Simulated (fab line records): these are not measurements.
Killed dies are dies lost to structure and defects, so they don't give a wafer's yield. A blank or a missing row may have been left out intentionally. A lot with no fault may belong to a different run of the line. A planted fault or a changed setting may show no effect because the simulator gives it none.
Problem report in the 8D (eight disciplines) form, filled by code || flow sky130 || the parts of the form that need people (team, actions taken, sign-off) are left out

## 1. THE ISSUE
Mean of run_length_s at SKY_VT_ADJUST_HVTP_SOFTBAKE_03: 99.7 s across 6 wafers in 2 lots; on wafers with no fault it is 89.2 s (standard deviation 0.32). Measured from the usual mean, that is +33 standard deviations.
The step: time 60 s.
Seen first at day 8 14:55 on litho_track-04, wafer L612.1. The record has a number at this step for 42 wafers belonging to 14 lots. Rule for "out", or "out of limits": more than 4 standard deviations from the usual mean. All remaining wafers that have a number are taken as sound.

## 2. WHAT IT IS, WHAT IT ISN'T
{"question": "which readings at this step", "is": "run_length_s", "is not": "-"}
{"question": "which lots", "is": "L612, L615", "is not": "L601, L603, L604, L605, L606, L608, L610, L611, L613, L614, L622, L624"}
{"question": "which wafers of those lots", "is": "all that have a number", "is not": "-"}
{"question": "read on which tools", "is": "litho_track-04", "is not": "litho_track-01, litho_track-02"}
{"question": "when", "is": "from day 8 14:55", "is not": "up to then (24 sound wafers); but 12 sound wafers of L613, L614, L622, L624 came after"}

## 3. WHAT RULES OUT EACH SUSPECT
Counting: any tool at a process step up to the reading is kept as a suspect provided that every lot that is out went through it and no sound lot did after the first of them.
- litho_track-04 at SKY_VT_ADJUST_HVTP_SOFTBAKE_03 (time 60 s): kept. It ran every lot that is out, first L612 (day 8 14:55), and no sound lot after that; its last sound lot up to then is L611 (day 8 10:22). On those wafers its own readings are out: run_length_s.
The count leaves litho_track-04 at SKY_VT_ADJUST_HVTP_SOFTBAKE_03.

## 4. THE CAUSE (what the simulator had put in)
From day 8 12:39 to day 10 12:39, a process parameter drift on litho_track-04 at SKY_VT_ADJUST_HVTP_SOFTBAKE_03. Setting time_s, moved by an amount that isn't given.
Counting left only this tool.

## 5. THE EFFECT CHAIN, in route order
Each row: a reading whose mean over the struck wafers that have a number lies more than 3 standard deviations from the usual. Only readings for which the record gives a usual standard deviation are gone through. hours: the time from each lot's start at the first step in this table that gives one to its start at this step, as a median over the lots. sigmas: the change in usual standard deviations.
{"hours": 0, "step": "SKY_VT_ADJUST_HVTP_SOFTBAKE_03", "reading": "run_length_s", "usual": "89.2 s", "on struck wafers": 99.7, "change": "+10.5", "sigmas": "+33"}
The process steps in it:
- SKY_VT_ADJUST_HVTP_SOFTBAKE_03: time 60 s.

## 6. WHAT WOULD HAVE CAUGHT IT SOONER
First out-of-limits reading in this record: day 8 14:55, which is 2 hours after fault onset at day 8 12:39.
